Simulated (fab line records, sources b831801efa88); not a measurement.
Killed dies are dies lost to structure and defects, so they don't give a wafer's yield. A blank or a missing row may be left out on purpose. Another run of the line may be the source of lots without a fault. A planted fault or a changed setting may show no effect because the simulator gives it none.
Code-filled problem report in 8D (eight disciplines) form ; flow gf180mcu ; the parts of the form that need people (team, actions taken, sign-off) are left out

## 1. WHAT WENT WRONG
At GF_V2_ETCH_16, biasW averages 96.5 W over 6 wafers from 2 lots, while fault-free wafers read 100.0 W, standard deviation 0.31. Measured from the usual mean, that is -11 standard deviations.
The step: etches BARC in N2/H2.
First observed at day 27 10:05: wafer L542.1, on rieDiel-01. Wafers with a number at this step in the record: 39, from 13 lots. By rule, "out" or "out of limits" means more than 4 standard deviations away from the usual mean. The other wafers with a number count as sound.

## 2. WHAT IT IS, AND WHAT IT ISN'T
question;is;is not
which readings at this step;biasW;drypumpMotorCurrentA, oesProductAu, throttleValvePct
which lots;L542, L543;L521, L522, L523, L524, L526, L527, L528, L529, L531, L533, L537
which wafers of those lots;all that have a number;-
read on which tools;rieDiel-01;rieDiel-02, rieDiel-03
when;from day 27 10:05;up to then (33 sound wafers)

## 3. WHAT RULES OUT EACH SUSPECT
Counting: a tool at any process step up to the reading remains a suspect when it ran all the lots that are out and ran no sound lot after the first of those.
- rieDiel-01 at GF_V2_ETCH_16 (etches BARC in N2/H2): kept. It processed each lot that is out, first L542 at day 27 10:05, and no sound lot thereafter; up to then, the last sound lot it processed was L537 at day 26 05:05. Its own biasW readings are out on those wafers.
Remaining after the count: rieDiel-01 at GF_V2_ETCH_16.

## 4. THE CAUSE (what the simulator had put in)
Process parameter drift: rieDiel-01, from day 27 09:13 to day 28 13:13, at GF_V2_ETCH_16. A move of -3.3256 in setting biasW, from 100. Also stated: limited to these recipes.
Only this tool survived the counting.

## 5. THE EFFECT CHAIN, in route order
Each row: a reading where the mean over the struck wafers with a number is more than 3 standard deviations away from the usual. Readings are gone through only where the record gives a usual standard deviation; hours: the median, over the lots, of the time from a lot's start at the first step in this table giving one to that lot's start at this step; sigmas: the change measured in usual standard deviations.
hours;step;reading;usual;on struck wafers;change;sigmas
0;GF_V2_ETCH_16;biasW;100.0 W;96.5;-3.5;-11
Here are the process steps it includes:
- GF_V2_ETCH_16: etches BARC in N2/H2.

## 6. WHAT WOULD HAVE CAUGHT IT SOONER
In this record the first reading out of limits was taken at day 27 10:05, 1 hour after the fault began at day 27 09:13.
